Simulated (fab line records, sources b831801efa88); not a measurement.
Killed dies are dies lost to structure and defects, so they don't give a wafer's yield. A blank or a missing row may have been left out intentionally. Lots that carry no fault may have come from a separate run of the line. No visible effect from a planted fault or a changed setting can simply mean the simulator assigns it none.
The tool behind it: which one? -- flow gf180mcu -- Sampling: 14 lots, 39 wafers, 5 of 602 route steps

WHAT THE GAUGES READ, wafer by wafer
GF_CONTACT_CD_MEAS_14 targets a cd of 220 nm. Usual: cdNm at 220.2 nm, with a standard deviation of 1.4.
lot,measured,on,cdNm (nm),flag
L655,day 16 12:30,cdSem-01,220.1 220.2 220.4,
L656,day 16 21:07,cdSem-02,220.5 221.7 220.6,
L657,day 17 04:52,cdSem-02,220.8 221.4 220.6,
L658,day 17 15:46,cdSem-02,221.2 222.9 221.7,
L659,day 18 01:13,cdSem-02,221.5 221.7 222.0,
L660,day 18 04:27,cdSem-01,218.0 217.7 217.8,
L667,day 20 22:16,cdSem-02,199.2 221.5,OFF
L668,day 21 06:34,cdSem-01,198.3 196.8,OFF
L669,day 21 12:50,cdSem-01,198.2 219.6,OFF
L670,day 21 21:23,cdSem-02,220.3 219.9 219.2,
L673,day 23 01:32,cdSem-01,220.4 220.1 222.0,
L674,day 23 09:16,cdSem-02,218.8 220.3 220.2,
L676,day 23 21:16,cdSem-01,220.4 218.7 218.2,
L677,day 24 06:24,cdSem-02,221.5 220.8 221.7,

GF_V5_BOW_MEAS_05. Usual: V5_BOW 132 um, standard deviation 11.
lot,measured,on,V5_BOW (um),flag
L655,day 26 17:41,filmMetro-01,145 152 143,
L656,day 27 00:55,filmMetro-01,123 127 133,
L657,day 27 09:25,filmMetro-02,129 134 135,
L658,day 27 19:35,filmMetro-02,123 139 133,
L659,day 28 01:46,filmMetro-03,136 123 138,
L660,day 28 05:46,filmMetro-02,135 136 155,
L667,day 30 11:33,filmMetro-03,143 141,
L668,day 30 16:59,filmMetro-01,123 128,
L669,day 30 21:04,filmMetro-03,123 130,
L670,day 31 02:27,filmMetro-01,120 114 123,
L673,day 32 02:19,filmMetro-01,147 147 143,
L674,day 32 06:00,filmMetro-01,139 130 139,
L676,day 32 15:16,filmMetro-03,126 141 128,
L677,day 32 21:52,filmMetro-01,135 129 138,

GF_V5_THK_MEAS_25: measures by xrf. Usual: V5_W_THK 357 nm, standard deviation 8.5.
lot,measured,on,V5_W_THK (nm),flag
L655,day 27 14:47,filmMetro-01,368 374 353,
L656,day 27 21:50,filmMetro-03,353 368 368,
L657,day 28 06:23,filmMetro-03,349 363 343,
L658,day 28 16:24,filmMetro-03,357 352 352,
L659,day 28 22:38,filmMetro-01,357 371 354,
L660,day 29 02:06,filmMetro-03,345 361 346,
L667,day 31 06:31,filmMetro-03,362 344,
L668,day 31 11:41,filmMetro-02,358 346,
L669,day 31 16:06,filmMetro-03,364 367,
L670,day 31 20:41,filmMetro-02,364 364 354,
L673,day 32 20:20,filmMetro-03,367 370 366,
L674,day 32 23:56,filmMetro-03,362 348 362,
L676,day 33 08:56,filmMetro-01,348 349 345,
L677,day 33 14:57,filmMetro-01,348 365 349,

WHICH TOOL RAN EACH LOT (tool, then ch and the chambers of the sampled wafers, then the start)
lot,GF_CONTACT_EXPOSE_11,GF_V4_STRIP_18
L655,"krfScanner-01 ch 0, day 16 01:39","plasmaAsher-03 ch 0,1, day 24 20:29"
L656,"krfScanner-01 ch 0, day 16 09:31","plasmaAsher-01 ch 0,1, day 25 03:20"
L657,"krfScanner-01 ch 0, day 16 17:13","plasmaAsher-01 ch 0,1, day 25 12:38"
L658,"krfScanner-02 ch 0, day 17 04:38","plasmaAsher-03 ch 0,1, day 25 22:35"
L659,"krfScanner-01 ch 0, day 17 13:32","plasmaAsher-04 ch 0,1, day 26 05:41"
L660,"krfScanner-02 ch 0, day 17 16:38","plasmaAsher-04 ch 0,1, day 26 09:29"
L667,"krfScanner-02 ch 0, day 20 10:56","plasmaAsher-01 ch 0,1, day 28 17:32"
L668,"krfScanner-02 ch 0, day 20 19:10","plasmaAsher-01 ch 0,1, day 28 23:56"
L669,"krfScanner-02 ch 0, day 21 00:49","plasmaAsher-04 ch 0, day 29 05:17"
L670,"krfScanner-01 ch 0, day 21 09:36","plasmaAsher-01 ch 0,1, day 29 10:26"
L673,"krfScanner-01 ch 0, day 22 14:33","plasmaAsher-01 ch 0,1, day 30 10:38"
L674,"krfScanner-01 ch 0, day 22 22:04","plasmaAsher-01 ch 0,1, day 30 16:20"
L676,"krfScanner-02 ch 0, day 23 10:01","plasmaAsher-03 ch 0,1, day 31 01:38"
L677,"krfScanner-01 ch 0, day 23 18:56","plasmaAsher-03 ch 0,1, day 31 08:35"
- GF_CONTACT_EXPOSE_11: exposes mask Contact, target cd 220 nm.
- GF_V4_STRIP_18: strips in O2/N2.

AS READ BY THE TOOLS THEMSELVES (means over the sampled wafers that have a number; for cases with no such wafer, the mark the record gives instead)
GF_V4_STRIP_18. Usual: drypumpMotorCurrentA 5.68 A, standard deviation 0.28; heaterPowerW 351 W, standard deviation 29; n2FlowSccm 299.9 sccm, standard deviation 0.92; o2FlowSccm 3001 sccm, standard deviation 9.3; oesProductAu 0.592 a.u., standard deviation 0.0048.
lot,tool,drypumpMotorCurrentA (A),heaterPowerW (W),n2FlowSccm (sccm),o2FlowSccm (sccm),oesProductAu (a.u.),flag
L655,plasmaAsher-03,5.47,341,299.8,3005,0.588,
L656,plasmaAsher-01,5.88,328,299.3,3004,0.593,
L657,plasmaAsher-01,5.84,324,299.5,3003,0.593,
L658,plasmaAsher-03,5.61,330,300.7,2999,0.594,
L659,plasmaAsher-04,5.48,377,300.0,3008,0.593,
L660,plasmaAsher-04,5.73,381,301.4,2993,0.586,
L667,plasmaAsher-01,5.85,333,300.4,3001,0.596,
L668,plasmaAsher-01,5.83,339,300.0,3001,0.597,
L669,plasmaAsher-04,6.00,398,300.7,2988,0.591,
L670,plasmaAsher-01,5.88,329,298.7,3000,0.594,
L673,plasmaAsher-01,5.77,344,299.7,2998,0.593,
L674,plasmaAsher-01,5.88,327,299.9,3002,0.598,
L676,plasmaAsher-03,5.49,336,299.7,2997,0.590,
L677,plasmaAsher-03,5.49,334,299.4,2999,0.589,

THE ANSWER, worked out from the rows above alone
Rule: a lot counts as off when the mean over its wafers that have a number is more than 3 standard deviations away from the usual mean. Also off: a lot with no number at a reading for which 4 or more lots have one. The other lots that the step has rows for count as sound. Order of review: gauges by route order, followed by the tools' own readings, for which a lot's mean as printed above is used. The first step at which some lot is off is used, and at that step the reading that is off furthest; a lot without a number counts as furthest.
Off, at GF_CONTACT_CD_MEAS_14 on cdNm: L667, L668, L669.
If a tool, at a process step before that reading, ran all the lots that are off and no sound lot after the first of them, it fits. The gauges at GF_CONTACT_CD_MEAS_14 are tried like those tools. None of those tried fits.

WHAT THE SIMULATOR HAD PUT IN
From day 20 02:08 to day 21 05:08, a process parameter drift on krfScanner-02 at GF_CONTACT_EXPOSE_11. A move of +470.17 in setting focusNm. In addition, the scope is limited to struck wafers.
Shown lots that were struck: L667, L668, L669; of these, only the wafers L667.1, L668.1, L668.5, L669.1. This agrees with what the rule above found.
